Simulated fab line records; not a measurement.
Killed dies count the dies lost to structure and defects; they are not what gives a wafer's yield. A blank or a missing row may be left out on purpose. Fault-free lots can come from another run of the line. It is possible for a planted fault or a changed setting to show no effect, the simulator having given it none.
A struck lot beside a sound one || flow sky130 || 15 steps out of a route of 708
Sound: wafers L701.1, L701.4, L701.6. Wafers L713.3, L713.4, L713.5 were the ones struck. At the end, the cause is stated.
Order at every step that has rows: each side's tool, ch and its chambers, its first start. Under that, the readings that differ: sound wafers || struck wafers || difference of the means || sigmas: that difference in standard deviations of wafers without a fault.
alike: words and numbers the same on both sides, and readings whose means are apart by under 2 such deviations; not compared: readings that were withheld, readings missing a value for some wafer, numbers with overlapping values and no deviation given by the record, and bounds like >300 which may hide the same value.
Wherever a step has rows on one side only, a row that says differs or no value, or a row with sigmas, the two part there. When numbers do not overlap yet have no deviation, they are printed without sigmas and do not part them. A reading missing from all wafers of one side parts the sides only when that side holds two or more wafers.

first, 2 steps without rows for these wafers: SKY_PASSIVATION_PEB_09; SKY_PASSIVATION_DEVELOP_10 (develop time 60 s).
SKY_PASSIVATION_ETCH_11: etches the open film in CF4/O2, stops on AlCu, target depth 725 nm, time 161.1 s.
  sound on rie diel-04 ch 2,3, day 45 20:34; struck on rie diel-03 ch 1,3, day 48 20:01
  alike: drypump motor current A, oes product au, throttle valve pct
  not compared: rf hours counter h
SKY_PASSIVATION_STRIP_12: strips in O2/N2.
  sound on plasma asher-03 ch 0,1, day 45 20:41; struck on plasma asher-02 ch 0,1, day 48 20:10
{"reading": "drypump motor current A (A)", "sound": "6.2 6.2 6.2", "struck": "5.1 5.8 5.1", "difference": -0.9, "sigmas": -2}
  alike: chamber pressure mTorr, oes product au, strip time to endpoint s
  not compared: rf hours counter h
then, 7 steps without rows for these wafers: SKY_PAD_OPEN_DEHYDRATE_00 (time 60 s); SKY_PAD_OPEN_HMDS_01 (prime time 60 s); SKY_PAD_OPEN_COAT_02 (resist thk 3000 nm); SKY_PAD_OPEN_SOFTBAKE_03; SKY_PAD_OPEN_EXPOSE_04 (exposes mask PDM, target cd 60000 nm); SKY_PAD_OPEN_PEB_05; SKY_PAD_OPEN_DEVELOP_06 (develop time 60 s).
SKY_PAD_OPEN_ETCH_07: etches the open film in CF4/O2, stops on AlCu, target depth 725 nm, time 161.1 s.
  sound on rie diel-02 ch 0,2, day 46 16:13; struck on rie diel-02 ch 0,1, day 49 13:40
  alike: drypump motor current A, oes product au, throttle valve pct
  not compared: rf hours counter h
SKY_PAD_OPEN_STRIP_08: strips in O2/N2.
  sound on plasma asher-03 ch 0,1, day 46 16:19; struck on plasma asher-03 ch 0,1, day 49 13:49
  no value came back on the struck wafers for chamber pressure mTorr (mTorr), drypump motor current A (A), oes product au (a.u.), strip time to endpoint s (s); on the sound wafers chamber pressure mTorr (mTorr) reads 1498.3 1500.3 1498.9
{"reading": "model.coat_of_PAD_OPEN_COAT_02.thk nm (nm)", "sound": "0 0 0", "struck": "2978 2990 2989", "difference": "+2986", "sigmas": ""}
  not compared: rf hours counter h
then, 2 steps without rows for these wafers: SKY_PAD_OPEN_STRIP_09 (strips in post etch residue remover, time 1244 s); SKY_PAD_OPEN_PROBE_99.

== WHERE THEY PART ==
Last at SKY_PAD_OPEN_STRIP_08 as far as this record goes, first at SKY_PASSIVATION_STRIP_12.

WHY: what the simulator had put in
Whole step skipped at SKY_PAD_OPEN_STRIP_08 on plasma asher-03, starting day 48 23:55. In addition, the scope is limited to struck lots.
